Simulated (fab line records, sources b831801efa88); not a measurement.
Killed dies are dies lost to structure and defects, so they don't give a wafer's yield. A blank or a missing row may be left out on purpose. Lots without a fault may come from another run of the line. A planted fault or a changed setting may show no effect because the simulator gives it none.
Problem report in the 8D (eight disciplines) form, filled by code | flow sky130 | the parts of the form that need people (team, actions taken, sign-off) are left out

1. THE PROBLEM
killed_at_M4_up at SKY_PAD_OPEN_PROBE_99 reads a mean of 415.1 on 9 wafers of 3 lots; wafers without a fault read 3.1 with a standard deviation of 1.9. That is +99 or more standard deviations from the usual mean.
First seen on wafer L449.1, day 50 08:22, on prober-02. The record holds 36 wafers of 12 lots with a number at this step. Rule for "out", or "out of limits": more than 4 standard deviations from the usual mean. The other wafers with a number count as sound.

2. WHAT IT IS AND WHAT IT IS NOT
question                    | is                                                                                                                   | is not
which readings at this step | killed_at_M4_up, defect_limited_yield, killed_dies, killed_on_rim, sort_bin_3_pad_short, sort_n_pass, sort_yield_pct | killed_at_contacts, killed_at_other, killed_short, sort_bin_6_memory, sort_bin_8_speed
which lots                  | L448, L449, L450                                                                                                     | L430, L433, L437, L438, L439, L442, L443, L444, L453
which wafers of those lots  | all that have a number                                                                                               | -
read on which tools         | prober-01, prober-02                                                                                                 | -
when                        | from day 50 08:22                                                                                                    | up to then (24 sound wafers); but 3 sound wafers of L453 came after

3. SUSPECTS, AND WHAT RULES EACH OUT
Counting: a tool at a process step up to the reading stays a suspect if it ran every lot that is out and no sound lot after the first of them.
- pvd_sputter-03 at SKY_METAL4_SPUTTER_00 (material Ti, target thk 15 nm, time 10 s): kept. It ran every lot that is out, first L448 (day 45 00:50), and no sound lot after that; its last sound lot up to then is L444 (day 43 20:40).
- cmp-01 at SKY_VIA4_CMP_21 (polishes, stops on SiO2, t overpolish 25 s, target thk 0 nm): kept. It ran every lot that is out, first L448 (day 47 17:34), and no sound lot after that; its last sound lot up to then is L443 (day 46 12:14).
Left after counting: pvd_sputter-03 at SKY_METAL4_SPUTTER_00, cmp-01 at SKY_VIA4_CMP_21.

4. THE CAUSE (what the simulator had put in)
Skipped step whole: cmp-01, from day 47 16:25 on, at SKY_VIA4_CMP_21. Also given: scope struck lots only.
Counting left 2 suspects, and this tool is among them.

5. THE CHAIN OF EFFECTS, in route order
Each row: a reading whose mean over the struck wafers that have a number lies more than 3 standard deviations from the usual. Only readings for which the record gives a usual standard deviation are gone through. hours: the time from each lot's start at the first step in this table that gives one to its start at this step, as a median over the lots. sigmas: the change in usual standard deviations.
hours | step                  | reading              | usual  | on struck wafers | change | sigmas
0     | SKY_PAD_OPEN_PROBE_99 | defect_limited_yield | 82.8 % | 0.0              | -82.8  | -39
0     | SKY_PAD_OPEN_PROBE_99 | killed_at_M4_up      | 3.1    | 415.1            | +412.0 | +99 or more
0     | SKY_PAD_OPEN_PROBE_99 | killed_dies          | 84     | 492              | +408   | +41
0     | SKY_PAD_OPEN_PROBE_99 | killed_on_rim        | 16     | 96               | +80    | +21
0     | SKY_PAD_OPEN_PROBE_99 | sort_bin_3_pad_short | 0.9 %  | 84.5             | +83.6  | +99 or more
0     | SKY_PAD_OPEN_PROBE_99 | sort_n_pass          | 408    | 0                | -408   | -41
0     | SKY_PAD_OPEN_PROBE_99 | sort_yield_pct       | 82.8 % | 0.0              | -82.8  | -39
The process steps in it:
- SKY_PAD_OPEN_PROBE_99
Readings that are blank on the struck wafers while sound wafers have them: edge_zone_pressure_frac at SKY_VIA4_CMP_21; head_pressure_psi at SKY_VIA4_CMP_21; motor_current_A at SKY_VIA4_CMP_21; overpolish_run_s at SKY_VIA4_CMP_21; time_to_endpoint_s at SKY_VIA4_CMP_21.

6. WHAT WOULD HAVE CAUGHT IT SOONER
In this record the first reading out of limits was taken at day 50 08:22, 64 hours after the fault began at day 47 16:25.
At SKY_VIA4_CMP_21 the tool's readings are blank on the struck wafers, where sound wafers have them: an empty tool record is the first sign, and it was there at once.
All the lots that are out (3) had begun SKY_VIA4_CMP_21 on cmp-01 by day 50 08:22. A hold on the tool at that time would have spared none of them.
